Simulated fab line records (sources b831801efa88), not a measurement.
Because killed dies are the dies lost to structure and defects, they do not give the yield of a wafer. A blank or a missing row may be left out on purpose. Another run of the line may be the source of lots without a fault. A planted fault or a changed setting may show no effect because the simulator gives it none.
Which tool was responsible? / flow gf180mcu / at 1 step of a route of 602, 24 lots with 72 wafers sampled

== WHAT EACH GAUGE READ, for each wafer ==
GF_V2_THK_MEAS_25: measures by xrf.
lot=L074; measured=day 19 23:58; on=filmMetro-03; V2_W_THK (nm)=337 340 339
lot=L075; measured=day 20 08:12; on=filmMetro-03; V2_W_THK (nm)=345 342 346
lot=L076; measured=day 20 21:43; on=filmMetro-04; V2_W_THK (nm)=347 351 342
lot=L077; measured=day 21 02:53; on=filmMetro-04; V2_W_THK (nm)=356 348 357
lot=L078; measured=day 21 11:57; on=filmMetro-03; V2_W_THK (nm)=347 344 343
lot=L079; measured=day 21 23:05; on=filmMetro-02; V2_W_THK (nm)=340 345 348
lot=L080; measured=day 22 14:47; on=filmMetro-02; V2_W_THK (nm)=351 347 343
lot=L081; measured=day 23 04:20; on=filmMetro-04; V2_W_THK (nm)=345 341 347
lot=L082; measured=day 23 09:56; on=filmMetro-03; V2_W_THK (nm)=344 340 340
lot=L083; measured=day 23 18:51; on=filmMetro-04; V2_W_THK (nm)=345 349 349
lot=L084; measured=day 24 01:59; on=filmMetro-03; V2_W_THK (nm)=342 348 347
lot=L085; measured=day 24 11:39; on=filmMetro-04; V2_W_THK (nm)=338 339 340
lot=L086; measured=day 24 20:04; on=filmMetro-02; V2_W_THK (nm)=347 350 357
lot=L087; measured=day 25 04:31; on=filmMetro-03; V2_W_THK (nm)=349 348 346
lot=L088; measured=day 25 16:50; on=filmMetro-02; V2_W_THK (nm)=352 351 350
lot=L089; measured=day 26 01:22; on=filmMetro-04; V2_W_THK (nm)=338 337 348
lot=L090; measured=day 26 09:02; on=filmMetro-03; V2_W_THK (nm)=347 345 348
lot=L091; measured=day 26 12:51; on=filmMetro-03; V2_W_THK (nm)=341 345 340
lot=L092; measured=day 26 18:57; on=filmMetro-02; V2_W_THK (nm)=350 349 348
lot=L093; measured=day 27 03:12; on=filmMetro-04; V2_W_THK (nm)=344 344 346
lot=L094; measured=day 27 03:56; on=filmMetro-03; V2_W_THK (nm)=342 343 348
lot=L095; measured=day 27 13:51; on=filmMetro-03; V2_W_THK (nm)=345 344 341
lot=L097; measured=day 27 21:07; on=filmMetro-02; V2_W_THK (nm)=347 353 347
lot=L096; measured=day 28 01:56; on=filmMetro-04; V2_W_THK (nm)=346 348 342

== WHAT TOOL EACH LOT RAN ON (gives the tool, then ch and the chambers of the sampled wafers, and finally the start) ==
No process step before these readings appears in the record.

== WHAT THE TOOLS THEMSELVES READ (means of the sampled wafers that have a number; where no wafer has one, the mark that the record gives instead) ==
The record holds no such reading with a usual standard deviation.

== THE ANSWER, worked out from the rows above alone ==
Rule: usual is defined by the lots themselves. Put in order of their means at a reading, lots are off if they are a third of the lots or fewer, leave a main group of 4 or more, and stand apart from it by a gap of 3 or more times the standard deviation of the main group's means; of several such gaps the widest counts. The tables above print the reading to a certain number of digits; a main group whose means all agree to those digits is not used. A lot without any number at a reading at which 4 lots or more have one is off too. Any other lot the step has rows for is counted as sound. The gauges are gone through in route order, then the tools' own readings, and for those a lot's mean is taken as printed above. The first step at which some lot is off is used, and at that step the reading that is off furthest; a lot without a number counts as furthest.
Across all readings shown, no lot is off: no conclusion can be drawn from this.

== WHAT THE SIMULATOR HAD INSERTED ==
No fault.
